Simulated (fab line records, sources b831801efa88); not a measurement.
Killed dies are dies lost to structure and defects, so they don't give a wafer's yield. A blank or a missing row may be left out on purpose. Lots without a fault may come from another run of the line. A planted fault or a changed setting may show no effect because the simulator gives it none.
A struck lot beside a sound one | flow sky130 | 14 steps out of a route of 708
Sound: wafers L557.1, L557.3, L557.5. Struck: wafers L551.1, L551.2, L551.5. The cause comes at the end.
At each step with rows: each side's tool, then ch and its chambers, then its first start. Under that, the readings that differ: sound wafers | struck wafers | difference of the means | sigmas: that difference in standard deviations of wafers without a fault.
alike: readings whose means differ by less than 2 such deviations, and words and numbers that are the same on both sides. not compared: withheld readings, readings that some wafer has no value for, bounds like >300 that may hide the same value, and numbers for which the record gives no deviation and whose values overlap.
The two part at a step that has a row with sigmas, a row that says differs or no value, or rows on one side only. Numbers that don't overlap but have no deviation are shown without sigmas and don't part them. A reading that every wafer of one side lacks parts them only if that side has two wafers or more.

SKY_NWELL_OVL_MEAS_10:
  sound on overlay-02, day 9 23:01; struck on overlay-02, day 8 09:46
  alike: NWELL_00_OVL
then, 3 steps without rows for these wafers: SKY_NWELL_IMPLANT_11; SKY_NWELL_IMPLANT_12; SKY_NWELL_IMPLANT_13.
SKY_NWELL_STRIP_14: strips in O2/N2.
  sound on plasma_asher-03 ch 1, day 9 23:31; struck on plasma_asher-03 ch 0,1, day 8 10:16
  alike: drypump_motor_current_A, oes_product_au, strip_time_to_endpoint_s
  not compared: rf_hours_counter_h
SKY_NWELL_TW_MEAS_15:
  sound on film_metro-03, day 9 23:37; struck on film_metro-02, day 8 10:22
  reading  | sound          | struck         | difference | sigmas
  NWELL_TW | 1843 1829 1831 | 1804 1788 1794 | -39        | -3
then, 6 steps without rows for these wafers: SKY_NWELL_DEHYDRATE_16 (time 60 s); SKY_NWELL_HMDS_17 (prime time 60 s); SKY_NWELL_COAT_18 (resist thk 3000 nm); SKY_NWELL_SOFTBAKE_19; SKY_NWELL_EXPOSE_20 (exposes mask NWM COMPLEMENT, target cd 840 nm); SKY_NWELL_PEB_21.
SKY_NWELL_DEVELOP_22: develop time 60 s.
  sound on litho_track-01 ch 0, day 10 21:00; struck on litho_track-03, day 9 07:00
  no value came back on the struck wafers for any of 5 readings (chill_plate_temp_C (C), develop_time_s (s) and others); on the sound wafers chill_plate_temp_C (C) reads 23.05 23.14 22.91
SKY_NWELL_OVL_MEAS_23:
  sound on overlay-02, day 10 21:59; struck on overlay-02, day 9 07:36
  reading           | sound        | struck | difference                    | sigmas
  NWELL_01_OVL (nm) | 0.3 0.2 -1.5 | - - -  | no value on the struck wafers |

WHERE THEY PART
First at SKY_NWELL_TW_MEAS_15; last, within this record, at SKY_NWELL_OVL_MEAS_23.

WHY: what the simulator had put in
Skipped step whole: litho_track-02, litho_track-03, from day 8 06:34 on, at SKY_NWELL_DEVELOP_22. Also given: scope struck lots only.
